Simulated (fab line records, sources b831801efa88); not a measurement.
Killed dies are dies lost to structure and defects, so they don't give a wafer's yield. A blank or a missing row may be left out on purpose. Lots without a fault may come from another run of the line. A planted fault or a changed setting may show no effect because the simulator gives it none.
Chamber matching | flow sky130 | SKY_LI_CONTACT_CMP_24 on cmp-02: 4 sister chambers
The step polishes, stops on PSG, t overpolish 20 s, target thk 0 nm. 4 wafers are shown with their chamber, then 11 later ones without.

WAFERS WITH THEIR CHAMBER
wafer  | chamber | motor_current_A (A)
L092.3 | 1       | 9.4
L091.3 | 3       | 11.6
L091.6 | 0       | 10.2
L094.1 | 2       | 10.6

WAFERS WITHOUT THEIR CHAMBER
wafer  | motor_current_A (A)
L094.3 | 11.6
L094.5 | 10.4
L096.2 | 12.0
L096.4 | 9.3
L096.5 | 12.6
L095.3 | 9.4
L095.4 | 11.7
L095.5 | 9.9
L097.1 | 9.1
L097.3 | 10.6
L097.6 | 9.8

WHICH CHAMBER EACH WENT THROUGH
wafer  | from the rows above          | in truth
L094.3 | 3                            | 3
L094.5 | can't be placed: 2 or 0      | 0
L096.2 | 3                            | 3
L096.4 | 1                            | 1
L096.5 | 3                            | 3
L095.3 | 1                            | 1
L095.4 | 3                            | 3
L095.5 | can't be placed: 0 or 1 or 2 | 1
L097.1 | 1                            | 1
L097.3 | can't be placed: 2 or 0      | 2
L097.6 | can't be placed: 0 or 1 or 2 | 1
Placed correctly: 7 of 11. Can't be placed from these rows: 4 (the true chamber is among the candidates in 4). Placed wrongly: 0.
How it was worked out, from the rows above alone: a wafer's distance from a chamber is the root of the sum, over the readings, of the square of ((its reading less the chamber's mean) divided by the reading's scatter). The wafer belongs to the nearest chamber; if the next one is less than 2 further off, it can't be placed. A chamber's mean is the mean of its shown wafers. The scatter: with one shown wafer a chamber, the root of the mean of the squares of how far each hidden wafer lies from its nearest shown one.
